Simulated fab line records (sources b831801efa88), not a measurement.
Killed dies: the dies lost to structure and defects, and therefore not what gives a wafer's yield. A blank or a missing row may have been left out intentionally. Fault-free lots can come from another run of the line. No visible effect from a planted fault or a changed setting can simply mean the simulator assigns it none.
Problem report, 8D (eight disciplines) form, completed by code | flow sky130 | the parts of the form that need people (team, actions taken, sign-off) are left out

## 1. PROBLEM STATEMENT
Wafers without a fault read 177.3 s with a standard deviation of 2.7, while runLengthS at SKY_LDD_LDN_CLEAN_14 averages 113.1 s across 3 wafers of 1 lot. Measured from the usual mean, that is -24 standard deviations.
The step: cleans in SC1/SC2, time 150 s.
Seen first at day 30 06:35 on wetBench-04, wafer L652.3. At this step, 39 wafers from 13 lots have a number in the record. Rule for "out" (also "out of limits"): further than 4 standard deviations from the usual mean. The other wafers with a number count as sound.

## 2. WHAT IT IS, AND WHAT IT ISN'T
question                    | is                     | is not
which readings at this step | runLengthS             | -
which lots                  | L652                   | L631, L632, L637, L638, L639, L641, L642, L644, L646, L650, L653, L654
which wafers of those lots  | all that have a number | -
read on which tools         | wetBench-04            | wetBench-01, wetBench-02
when                        | from day 30 06:35      | up to then (30 sound wafers); but 6 sound wafers of L653, L654 came after

## 3. WHAT RULES OUT EACH SUSPECT
Counting: any tool at a process step up to the reading is kept as a suspect provided that every lot that is out went through it and no sound lot did after the first of them.
- wetBench-04 at SKY_LDD_LDN_CLEAN_14 (cleans in SC1/SC2, time 150 s): kept. It ran the lot that is out, L652 (day 30 06:35), and no sound lot after that; its last sound lot up to then is L646 (day 28 11:15). Its own runLengthS readings are out on those wafers.
Remaining after the count: wetBench-04 at SKY_LDD_LDN_CLEAN_14.

## 4. THE CAUSE (what the simulator had put in)
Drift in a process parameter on wetBench-04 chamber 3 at SKY_LDD_LDN_CLEAN_14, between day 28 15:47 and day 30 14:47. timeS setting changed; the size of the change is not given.
After counting, this tool was the only one left.

## 5. THE CHAIN OF EFFECTS, in route order
Rows list readings where the struck wafers' mean (over those with a number) sits beyond 3 standard deviations from the usual. Only readings whose record carries a usual standard deviation are examined. hours: median over the lots of the time between each lot's start at the first step of this table that gives one and its start at this step. sigmas: the change, counted in usual standard deviations.
hours | step                 | reading    | usual   | on struck wafers | change | sigmas
0     | SKY_LDD_LDN_CLEAN_14 | runLengthS | 177.3 s | 113.1            | -64.2  | -24
Process steps it contains:
- SKY_LDD_LDN_CLEAN_14: cleans in SC1/SC2, time 150 s.
Later measuring or inspecting steps at which every struck wafer that the step has a row for has a number for every such reading, and none has moved that far: SKY_SD_P_OVL_MEAS_08.

## 6. WHAT WOULD HAVE CAUGHT IT SOONER
In this record the first reading out of limits was taken at day 30 06:35, 39 hours after the fault began at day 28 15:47.
